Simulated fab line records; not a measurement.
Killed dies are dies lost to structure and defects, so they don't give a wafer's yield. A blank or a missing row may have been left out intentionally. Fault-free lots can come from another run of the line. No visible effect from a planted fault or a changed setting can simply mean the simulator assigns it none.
Chamber matching	flow gf180mcu	cmp-01 running GF_V3_CMP_04: 4 sister chambers
The step polishes SiO2. 16 wafers are shown with their chamber, then 8 later ones without.

EACH WAFER AND ITS CHAMBER
wafer	chamber	motor-current-A (A)	slurry-flow-ml-min	time-to-endpoint-s (s)
L771.4	2	11.4	150.3	91
L771.5	1	12.4	149.3	91
L771.6	0	12.2	149.5	84
L777.3	3	11.0	150.1	78
L777.4	2	11.3	150.2	85
L777.6	1	12.3	150.3	84
L778.1	3	11.1	150.0	73
L778.5	0	11.7	150.7	84
L778.6	1	12.0	149.2	75
L780.1	0	11.7	149.7	79
L780.3	1	12.1	149.4	77
L780.4	3	11.6	150.3	83
L783.2	1	11.7	149.9	81
L783.3	0	11.9	150.4	81
L783.6	0	11.5	150.4	87
L786.1	3	11.4	149.7	83

SIGNATURES, as means of the wafers listed above
reading	chamber 0	chamber 1	chamber 2	chamber 3	scatter within a chamber
motor-current-A	11.800	12.100	11.350	11.275	0.26
slurry-flow-ml-min	150.140	149.620	150.250	150.025	0.42
time-to-endpoint-s	83.00	81.60	88.00	79.25	4.86
Rule: a wafer lies at a distance from a chamber equal to the root of the sum of squares, over the readings, of (its reading less the chamber's mean, divided by the reading's scatter). If the next closest chamber is less than 2 further off than the closest, the wafer can't be placed; otherwise it belongs to the closest. The scatter is the square root of a quotient: the sum, over the shown wafers, of each reading's squared deviation from its chamber's mean, divided by wafers minus chambers.

WAFERS WITH NO CHAMBER GIVEN
wafer	motor-current-A (A)	slurry-flow-ml-min	time-to-endpoint-s (s)
L786.2	12.8	150.0	83
L786.4	12.4	150.0	90
L787.1	12.0	150.5	79
L787.5	11.2	150.7	82
L787.6	12.5	150.3	79
L793.3	11.1	150.0	82
L793.5	12.4	149.5	83
L793.6	10.8	149.7	86

CHAMBER TAKEN BY EACH
wafer	from the rows above	in truth
L786.2	can't be placed: 1 or 0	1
L786.4	can't be placed: 1 or 0 or 2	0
L787.1	can't be placed: 0 or 1 or 3 or 2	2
L787.5	can't be placed: 3 or 2 or 0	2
L787.6	can't be placed: 1 or 0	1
L793.3	can't be placed: 3 or 2 or 0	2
L793.5	can't be placed: 1 or 0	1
L793.6	can't be placed: 3 or 2 or 0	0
Placed correctly: 0 of 8. From these rows, 8 cannot be placed; in 8 the true chamber is one of the candidates. 0 placed wrongly.
